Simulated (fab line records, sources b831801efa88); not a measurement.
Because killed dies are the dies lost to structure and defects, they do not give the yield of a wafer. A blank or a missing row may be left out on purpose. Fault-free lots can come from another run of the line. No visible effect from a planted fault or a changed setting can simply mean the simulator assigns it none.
fab line records	flow gf180mcu
record lots=6	wafers=18	lastDay=34
route steps=602 shown CONTACT@303 M1@315
lots that met no fault: taken from a fault-free run of the same line
startH: hours from the record's first day to the start of the lot's first wafer shown	waitH: time in hours since the lot's previous step	" same as the row above	L1.1+2: one row covering several wafers at once	- no value present, or no start provided	* or withheld: withheld	< > ~ a bound
route shown NAME@n: a module of which the file shows steps, and the number in the route of the first	usual: mean/standard deviation taken from wafers without a fault	same: alike in all rows	chamber/n: place in a boat	sites: readings site by site	_std_site: the standard deviation of these	_edge_site: the outer-site mean with the inner-site mean subtracted	radiusMm: for every site, how far away it sits from the centre of the wafer	mask NAME#n: copy n	behind: the tool/chamber that last shaped the wafer	hold: why the lot was held/for how many hours/how that ended	device: names the non-switching transistor (n, p or np)	end of line: at the end of the route, the tests of the same wafers	step lacking rows: just its recipe	killed: not the wafer's yield, but the dies lost to structure and defects at the first sort	map: a wafer's dies, x killed, . not, _ none there
set.NAME: setting as actually run; set.NAME@STEP: the setting as run at that earlier step	model.NAME: the simulator's own value behind a step, which no gauge read
lots seen at some steps along the route; tables by step, rows by wafer
services: the hour from which a tool's chamber was out of use, counted from the record's first day as startH (under 0 if before that day), plus the number of hours and why
## steps
# step GF_CONTACT_ETCH_16
# recipe chemistry=N2/H2	targetDepthA=withheld	overetchA=withheld	timeS=withheld	target=BARC	ionEnergyEv=200	sourceW=500	biasW=100	pressureMtorr=30	n2FlowSccm=100	h2FlowSccm=200
# usual drypumpMotorCurrentA=5.6/0.36	n2FlowSccm=100.0/0.32	oesProductAu=0.855/0.005	rfFwdPowerW=494.4/2.1	throttleValvePct=13.225/0.0092
lot.wafer	tool	chamber	startH	waitH	drypumpMotorCurrentA	n2FlowSccm	oesProductAu	rfFwdPowerW	throttleValvePct
L112.1	rieDiel-02	0	386.79	0.0	6.1	100.0	0.857	492.7	13.225
L112.2	"	3	"	"	5.2	100.2	0.854	495.2	13.220
L112.5	"	0	"	"	6.1	100.1	0.853	495.6	13.225
L122.1	rieDiel-02	1	484.76	0.0	6.2	99.6	0.856	488.2	13.230
L122.3	"	2	"	"	5.3	99.7	0.858	491.9	13.221
L122.6	"	0	"	"	6.1	100.4	0.861	495.0	13.226
L123.2	rieDiel-03	1	489.21	0.0	5.4	100.1	0.856	495.6	13.237
L123.3	"	0	"	"	5.6	100.2	0.849	494.5	13.241
L123.4	"	3	"	"	5.5	99.8	0.854	491.5	13.202
L128.2	rieDiel-04	0	531.33	0.0	5.4	99.9	0.857	495.5	13.220
L128.3	"	3	"	"	5.2	99.4	0.849	490.0	13.202
L128.5	"	0	"	"	5.4	99.6	0.858	496.3	13.238
L129.1	rieDiel-04	3	540.28	0.0	5.2	100.0	0.854	490.2	13.239
L129.3	"	1	"	"	6.0	99.7	0.853	491.7	13.225
L129.6	"	3	"	"	5.2	100.3	0.859	490.7	13.219
L132.2	rieDiel-03	2	563.26	0.0	5.4	100.4	0.867	496.5	13.205
L132.4	"	0	"	"	5.5	100.0	0.859	495.6	13.228
L132.6	"	3	"	"	5.5	99.8	0.854	494.2	13.231
# step GF_CONTACT_ETCH_17
# recipe chemistry=C4F8/O2/Ar	maskMaterial=KrF	target=SiO2	stopOn=CoSi2	sourceW=1500	biasW=1200	pressureMtorr=40	c4f8FlowSccm=withheld	O2_flow_sccm=6	Ar_flow_sccm=300	timeS=withheld	targetDepthA=8600
# step GF_CONTACT_STRIP_18
# recipe chemistry=O2/N2	powerW=1400	pressureMtorr=1500	platenTempC=250	o2FlowSccm=3000	n2FlowSccm=300	overashFraction=0.5
# step GF_CONTACT_CLEAN_19
# recipe chemistry=SPM
# step GF_CONTACT_CLEAN_20
# recipe chemistry=DIW
# step GF_CONTACT_CLEAN_21
# recipe chemistry=dHF	timeS=20	dilution=100:1	dry=ipaMarangoni
# step GF_CONTACT_SPUTTER_22
# recipe material=Ti	targetThkNm=15	chamberPressurePa=5	powerW=2500	substrateTempC=200	timeS=80.02
# usual cathodeDcPowerW=2500.0/0.46	chamberPressurePa=5.000/0.01	throttleValvePct=30.1/0.95
lot.wafer	tool	chamber	startH	waitH	cathodeDcPowerW	chamberPressurePa	throttleValvePct
L112.1	pvdSputter-03	-	387.25	0.0	2499.6	5.006	31.7
L112.2	"	-	"	"	2500.9	4.998	30.0
L112.5	"	-	"	"	2499.8	4.997	28.6
L122.1	pvdSputter-01	-	485.22	0.0	2499.9	5.000	30.6
L122.3	"	-	"	"	2499.9	4.999	31.2
L122.6	"	-	"	"	2500.0	5.009	31.3
L123.2	pvdSputter-02	-	489.67	0.0	2499.6	4.993	28.8
L123.3	"	-	"	"	2500.5	5.001	29.2
L123.4	"	-	"	"	2499.4	4.990	29.6
L128.2	pvdSputter-02	-	531.79	0.0	2499.7	5.007	31.0
L128.3	"	-	"	"	2500.5	5.007	29.0
L128.5	"	-	"	"	2500.4	5.000	28.9
L129.1	pvdSputter-01	-	540.75	0.0	2500.7	4.997	30.5
L129.3	"	-	"	"	2500.4	5.001	31.4
L129.6	"	-	"	"	2500.3	5.009	31.0
L132.2	pvdSputter-03	-	563.72	0.0	2499.9	5.002	31.7
L132.4	"	-	"	"	2499.4	5.001	29.8
L132.6	"	-	"	"	2499.3	5.007	30.3
# step GF_CONTACT_SPUTTER_23
# recipe material=TiN	targetThkNm=10	chamberPressurePa=5	powerW=4000	timeS=40
# step GF_CONTACT_CVD_24
# recipe material=W	targetThkNm=300	timeS=90.339	tempC=400	pressureTorr=40
# step GF_CONTACT_RS_MEAS_25
# recipe thkMeasGauge=four-point-probe	reads=W_of_CONTACT_CVD_24+TiN_of_CONTACT_SPUTTER_23+Ti_of_CONTACT_SPUTTER_22
# usual CONTACT_W_RS=0.385/0.0041
lot.wafer	tool	chamber	startH	waitH	CONTACT_W_RS[ohm/sq]
L112.1	filmMetro-03	-	387.45	0.1	0.387
L112.2	"	-	"	"	0.390
L112.5	"	-	"	"	0.388
L122.1	filmMetro-03	-	485.42	0.1	0.388
L122.3	"	-	"	"	0.384
L122.6	"	-	"	"	0.387
L123.2	filmMetro-01	-	489.89	0.1	0.394
L123.3	"	-	"	"	0.391
L123.4	"	-	"	"	0.387
L128.2	filmMetro-03	-	532.17	0.2	0.386
L128.3	"	-	"	"	0.389
L128.5	"	-	"	"	0.386
L129.1	filmMetro-03	-	540.95	0.1	0.387
L129.3	"	-	"	"	0.383
L129.6	"	-	"	"	0.387
L132.2	filmMetro-04	-	563.94	0.1	0.378
L132.4	"	-	"	"	0.392
L132.6	"	-	"	"	0.388
# step GF_CONTACT_THK_MEAS_26
# recipe thkMeasGauge=xrf	reads=W_of_CONTACT_CVD_24
# usual CONTACT_W_THK=306/3.7
lot.wafer	tool	chamber	startH	waitH	CONTACT_W_THK[nm]
L112.1	filmMetro-03	-	387.57	0.1	304
L112.2	"	-	"	"	303
L112.5	"	-	"	"	305
L122.1	filmMetro-03	-	485.54	0.1	300
L122.3	"	-	"	"	303
L122.6	"	-	"	"	301
L123.2	filmMetro-01	-	490.00	0.1	298
L123.3	"	-	"	"	302
L123.4	"	-	"	"	306
L128.2	filmMetro-03	-	532.28	0.1	307
L128.3	"	-	"	"	304
L128.5	"	-	"	"	306
L129.1	filmMetro-03	-	541.07	0.1	307
L129.3	"	-	"	"	308
L129.6	"	-	"	"	306
L132.2	filmMetro-04	-	564.05	0.1	309
L132.4	"	-	"	"	300
L132.6	"	-	"	"	303
# step GF_CONTACT_CMP_27
# recipe stopOn=SiO2	downForcePsi=3.5	platenRpm=60	tOverpolishS=15	targetThkNm=0	padVelocityMS=0.94248
# step GF_M1_SPUTTER_00
# recipe material=Ti	targetThkNm=37.5	arrivingIonEnergyEv=80	substrateTempC=200	chamberPressurePa=2	powerW=4000	timeS=150
# usual cathodeDcPowerW=4000.1/0.67	chamberPressurePa=2.000/0.0042	throttleValvePct=30.3/0.75
lot.wafer	tool	chamber	startH	waitH	cathodeDcPowerW	chamberPressurePa	throttleValvePct
L112.1	pvdSputter-01	-	387.93	0.1	3999.8	1.994	30.6
L112.2	"	-	"	"	3999.9	2.004	31.5
L112.5	"	-	"	"	3999.3	2.000	29.6
L122.1	pvdSputter-04	-	485.90	0.1	-	-	-
L122.3	"	-	"	"	-	-	-
L122.6	"	-	"	"	-	-	-
L123.2	pvdSputter-04	-	490.35	0.2	-	-	-
L123.3	"	-	"	"	-	-	-
L123.4	"	-	"	"	-	-	-
L128.2	pvdSputter-04	-	532.63	0.2	4001.0	2.001	30.3
L128.3	"	-	"	"	4000.2	2.004	30.3
L128.5	"	-	"	"	3999.6	1.998	29.8
L129.1	pvdSputter-01	-	541.43	0.1	4000.0	2.002	30.7
L129.3	"	-	"	"	3999.5	1.998	29.5
L129.6	"	-	"	"	3999.2	2.002	30.5
L132.2	pvdSputter-01	-	564.48	0.1	4000.1	1.998	29.4
L132.4	"	-	"	"	4000.3	1.996	31.4
L132.6	"	-	"	"	4001.1	1.998	31.4
# step GF_M1_SPUTTER_01
# recipe material=TiN	targetThkNm=30	powerW=6500	timeS=25	chamberPressurePa=0.4
# usual cathodeDcPowerW=6500.2/1.1	chamberPressurePa=0.4000/0.0008	throttleValvePct=30.3/0.75
lot.wafer	tool	chamber	startH	waitH	cathodeDcPowerW	chamberPressurePa	throttleValvePct
L112.1	pvdSputter-01	-	388.03	0.1	6500.8	0.4001	30.7
L112.2	"	-	"	"	6498.7	0.4002	31.4
L112.5	"	-	"	"	6501.5	0.4008	29.4
L122.1	pvdSputter-04	-	486.00	0.1	6500.6	0.3992	30.2
L122.3	"	-	"	"	6498.8	0.4005	29.9
L122.6	"	-	"	"	6500.5	0.3992	30.7
L123.2	pvdSputter-04	-	490.45	0.1	6498.3	0.4012	30.3
L123.3	"	-	"	"	6497.3	0.4004	29.7
L123.4	"	-	"	"	6501.7	0.4000	30.4
L128.2	pvdSputter-04	-	532.73	0.1	6500.8	0.4006	30.3
L128.3	"	-	"	"	6500.2	0.4000	30.2
L128.5	"	-	"	"	6502.6	0.4014	29.8
L129.1	pvdSputter-01	-	541.53	0.1	6499.6	0.3994	30.8
L129.3	"	-	"	"	6499.0	0.4010	29.6
L129.6	"	-	"	"	6499.6	0.3986	30.6
L132.2	pvdSputter-01	-	564.58	0.1	6500.5	0.3997	29.6
L132.4	"	-	"	"	6500.5	0.3998	31.6
L132.6	"	-	"	"	6498.8	0.4003	31.4
# step GF_M1_SPUTTER_02
# recipe material=AlCu	targetThkNm=450	powerW=10600	timeS=23.9	chamberPressurePa=0.4
# step GF_M1_SPUTTER_03
# recipe material=Ti	targetThkNm=10	substrateTempC=300	chamberPressurePa=0.3	powerW=3000	timeS=6.7
# step GF_M1_SPUTTER_04
# recipe material=TiN	targetThkNm=50	powerW=6500	timeS=41.7	chamberPressurePa=0.4
# usual cathodeDcPowerW=6500.2/1.2	chamberPressurePa=0.4001/0.00075	throttleValvePct=30.3/0.74
lot.wafer	tool	chamber	startH	waitH	cathodeDcPowerW	chamberPressurePa	throttleValvePct
L112.1	pvdSputter-01	-	388.11	0.0	6501.5	0.4001	30.6
L112.2	"	-	"	"	6498.9	0.3991	31.4
L112.5	"	-	"	"	6499.7	0.4007	29.6
L122.1	pvdSputter-04	-	486.08	0.0	6500.1	0.3997	30.3
L122.3	"	-	"	"	6502.4	0.4006	29.7
L122.6	"	-	"	"	6500.9	0.4005	30.8
L123.2	pvdSputter-04	-	490.53	0.0	6499.6	0.4014	30.3
L123.3	"	-	"	"	6500.2	0.4005	29.9
L123.4	"	-	"	"	6499.7	0.4009	30.5
L128.2	pvdSputter-04	-	532.81	0.0	6500.1	0.4001	30.2
L128.3	"	-	"	"	6499.6	0.3987	30.4
L128.5	"	-	"	"	6498.6	0.4003	29.8
L129.1	pvdSputter-01	-	541.61	0.0	6500.9	0.4008	30.7
L129.3	"	-	"	"	6498.5	0.4017	29.6
L129.6	"	-	"	"	6500.0	0.4005	30.6
L132.2	pvdSputter-01	-	564.67	0.0	6499.9	0.3994	29.7
L132.4	"	-	"	"	6500.6	0.3992	31.4
L132.6	"	-	"	"	6501.0	0.3993	31.8
# step GF_M1_DEHYDRATE_07
# recipe tempC=200	timeS=60
# step GF_M1_HMDS_08
# recipe primeTimeS=60	primeTempC=120
# step GF_M1_COAT_09
# recipe resist=KrF	spinRpm=withheld	resistThkNm=1000
# step GF_M1_SOFTBAKE_10
# recipe tempC=130	timeS=60	resist=KrF
# step GF_M1_EXPOSE_11
# recipe maskId=Metal1	targetCdNm=230	na=0.68	sourceShape=conventional	sigmaOuter=0.6	doseMj=28
# step GF_M1_PEB_12
# recipe pebTempC=135	pebTimeS=88.22	resist=KrF
# step GF_M1_DEVELOP_13
# recipe developTimeS=60	devTempC=21
# step GF_M1_CD_MEAS_14
# recipe targetCdNm=230
# usual cdNm=230.1/1.3
lot.wafer	tool	chamber	startH	waitH	cdNm
L112.1	cdSem-02	-	411.15	0.1	230.6
L112.2	"	-	"	"	230.6
L112.5	"	-	"	"	230.8
L122.1	cdSem-01	-	509.41	0.1	230.4
L122.3	"	-	"	"	229.2
L122.6	"	-	"	"	231.1
L123.2	cdSem-01	-	514.05	0.1	231.7
L123.3	"	-	"	"	231.2
L123.4	"	-	"	"	230.4
L128.2	cdSem-01	-	555.22	0.1	231.4
L128.3	"	-	"	"	231.0
L128.5	"	-	"	"	230.7
L129.1	cdSem-01	-	563.45	0.1	227.9
L129.3	"	-	"	"	228.2
L129.6	"	-	"	"	228.6
L132.2	cdSem-02	-	586.57	0.1	230.2
L132.4	"	-	"	"	231.2
L132.6	"	-	"	"	230.0
# step GF_M1_OVL_MEAS_15
# usual M1_OVL=5/6
lot.wafer	tool	chamber	startH	waitH	M1_OVL[nm]
L112.1	overlay-01	-	411.27	0.1	6
L112.2	"	-	"	"	2
L112.5	"	-	"	"	7
L122.1	overlay-02	-	509.53	0.1	11
L122.3	"	-	"	"	5
L122.6	"	-	"	"	9
L123.2	overlay-01	-	514.16	0.1	-3
L123.3	"	-	"	"	1
L123.4	"	-	"	"	-5
L128.2	overlay-01	-	555.33	0.1	6
L128.3	"	-	"	"	-2
L128.5	"	-	"	"	6
L129.1	overlay-01	-	563.57	0.1	12
L129.3	"	-	"	"	8
L129.6	"	-	"	"	0
L132.2	overlay-02	-	586.68	0.1	-1
L132.4	"	-	"	"	-5
L132.6	"	-	"	"	3
# step GF_M1_METAL_ETCH_16
# recipe chemistry=Cl2/BCl3	maskMaterial=KrF	targetDepthNm=627.5	stopOn=SiO2	pressureMtorr=8	icpW=800	biasW=140	Cl2_flow_sccm=80	bcl3FlowSccm=40	timeS=104.6
# usual drypumpMotorCurrentA=5.9/0.48	oesProductAu=0.971/0.0063	rfFwdPowerW=795.5/2.3	throttleValvePct=28.250/0.01
lot.wafer	tool	chamber	startH	waitH	drypumpMotorCurrentA	oesProductAu	rfFwdPowerW	rfHoursCounterH	throttleValvePct
L112.1	rieMetal-03	0	411.31	0.0	6.6	0.970	796.2	7	28.245
L112.2	"	1	"	"	5.3	0.978	796.2	5	28.251
L112.5	"	1	"	"	5.3	0.976	797.5	-	28.238
L122.1	rieMetal-04	0	509.56	0.0	5.8	0.986	794.1	10	28.231
L122.3	"	1	"	"	6.2	0.991	789.6	-	28.225
L122.6	"	1	"	"	6.2	0.995	794.4	-	28.238
L123.2	rieMetal-04	1	514.19	0.0	6.2	0.996	797.2	4	28.217
L123.3	"	1	"	"	6.2	0.996	797.6	-	28.217
L123.4	"	0	"	"	5.8	0.996	795.6	-	28.212
L128.2	rieMetal-01	1	555.36	0.0	6.1	0.967	792.4	12	28.255
L128.3	"	0	"	"	5.7	0.962	799.8	-	28.248
L128.5	"	1	"	"	6.1	0.980	791.2	-	28.250
L129.1	rieMetal-01	1	563.61	0.0	6.1	0.969	791.9	12	28.261
L129.3	"	0	"	"	5.7	0.976	794.8	-	28.241
L129.6	"	0	"	"	5.7	0.963	793.9	-	28.252
L132.2	rieMetal-03	0	586.71	0.0	6.6	0.957	798.7	11	28.244
L132.4	"	1	"	"	5.3	0.970	795.5	-	28.253
L132.6	"	0	"	"	6.6	0.972	798.4	-	28.248
# step GF_M1_STRIP_17
# recipe chemistry=O2/N2	powerW=1384	pressureMtorr=1500	platenTempC=250	o2FlowSccm=3000	n2FlowSccm=300	overashFraction=0.5
# usual drypumpMotorCurrentA=5.8/0.35	heaterPowerW=373/26	n2FlowSccm=300.0/0.98	oesProductAu=0.556/0.0048	stripTimeToEndpointS=7.93/0.05
lot.wafer	tool	chamber	startH	waitH	drypumpMotorCurrentA	heaterPowerW	n2FlowSccm	oesProductAu	rfHoursCounterH	stripTimeToEndpointS
L112.1	plasmaAsher-02	0	411.42	0.1	6.3	389	300.7	0.556	78	8.00
L112.2	"	1	"	"	5.9	347	300.7	0.556	78	7.91
L112.5	"	1	"	"	5.8	347	301.7	0.551	-	7.89
L122.1	plasmaAsher-01	1	509.68	0.1	5.2	394	298.8	0.566	8	7.96
L122.3	"	0	"	"	5.5	346	299.6	0.556	-	7.90
L122.6	"	1	"	"	5.2	393	299.1	0.554	-	7.92
L123.2	plasmaAsher-01	1	514.30	0.1	5.2	386	299.1	0.552	9	7.85
L123.3	"	0	"	"	5.4	345	299.4	0.554	-	7.90
L123.4	"	1	"	"	5.2	394	301.0	0.554	-	7.94
L128.2	plasmaAsher-02	1	555.47	0.1	5.8	346	300.0	0.559	93	7.91
L128.3	"	1	"	"	5.8	355	300.6	0.560	-	7.96
L128.5	"	1	"	"	5.8	350	299.0	0.558	-	7.97
L129.1	plasmaAsher-01	0	563.72	0.1	5.4	358	300.4	0.563	14	7.89
L129.3	"	0	"	"	5.5	348	299.3	0.557	-	7.91
L129.6	"	1	"	"	5.2	387	301.4	0.560	-	7.92
L132.2	plasmaAsher-02	1	586.82	0.1	5.8	357	299.3	0.552	97	7.93
L132.4	"	0	"	"	6.3	390	301.8	0.549	-	7.87
L132.6	"	0	"	"	6.3	404	299.0	0.551	-	7.91
## services
tool	chamber	startH	hours	kind
rieDiel-02	0	370.82	9.7	repair
plasmaAsher-01	-	378.13	2.8	pm
rieMetal-04	1	386.16	7.3	repair
pvdSputter-03	-	392.85	3.2	repair
rieMetal-01	-	415.75	0.6	repair
plasmaAsher-01	-	421.29	9.0	pm
pvdSputter-02	-	430.22	10.0	repair
plasmaAsher-02	-	431.01	1.9	repair
pvdSputter-04	-	439.95	5.2	repair
rieDiel-04	-	452.69	14.6	pm
rieDiel-03	0	458.02	5.7	repair
rieDiel-02	-	464.19	2.8	pm
rieDiel-03	-	473.67	2.8	pm
rieDiel-04	2	475.21	11.1	repair
rieDiel-04	0	485.27	5.4	repair
pvdSputter-01	-	490.03	3.0	repair
rieDiel-04	-	490.11	2.9	repair
rieMetal-04	-	493.86	0.6	repair
pvdSputter-01	2	508.45	-	consumableReplace:kit
pvdSputter-01	2	508.45	18.0	scheduledDown
pvdSputter-01	2	508.45	18.0	ventCycle
rieDiel-02	2	512.75	4.6	repair
rieDiel-03	-	533.35	0.8	repair
rieMetal-01	1	560.90	2.0	repair
## key
firstSign step=GF_M1_SPUTTER_00	reading=toolRecord	direction=missing
effect step=GF_M1_METAL_ETCH_16	reading=oesProductAu	direction=up	sigmas=3.6	usual=0.971	struck=0.993
metAt GF_M1_SPUTTER_00
struckWafers L122.1,L122.3,L122.6,L123.2,L123.3,L123.4
laterRowsLeftOut L122.1,L122.3,L122.6,L123.2,L123.3,L123.4
sortLeftOut L122.1,L122.3,L122.6,L123.2,L123.3,L123.4
fault kind=skippedStepWhole	tool=pvdSputter-04	chamber=-	onsetH=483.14	steps=GF_M1_SPUTTER_00	scope=struckLotsOnly
# sortLeftOut: the simulated sort isn't trusted on such a fault, so these wafers' sort isn't shown, and their yield isn't known
# laterRowsLeftOut: the simulator's readings of these wafers behind a module that went badly wrong aren't trusted and aren't shown, but for the sort
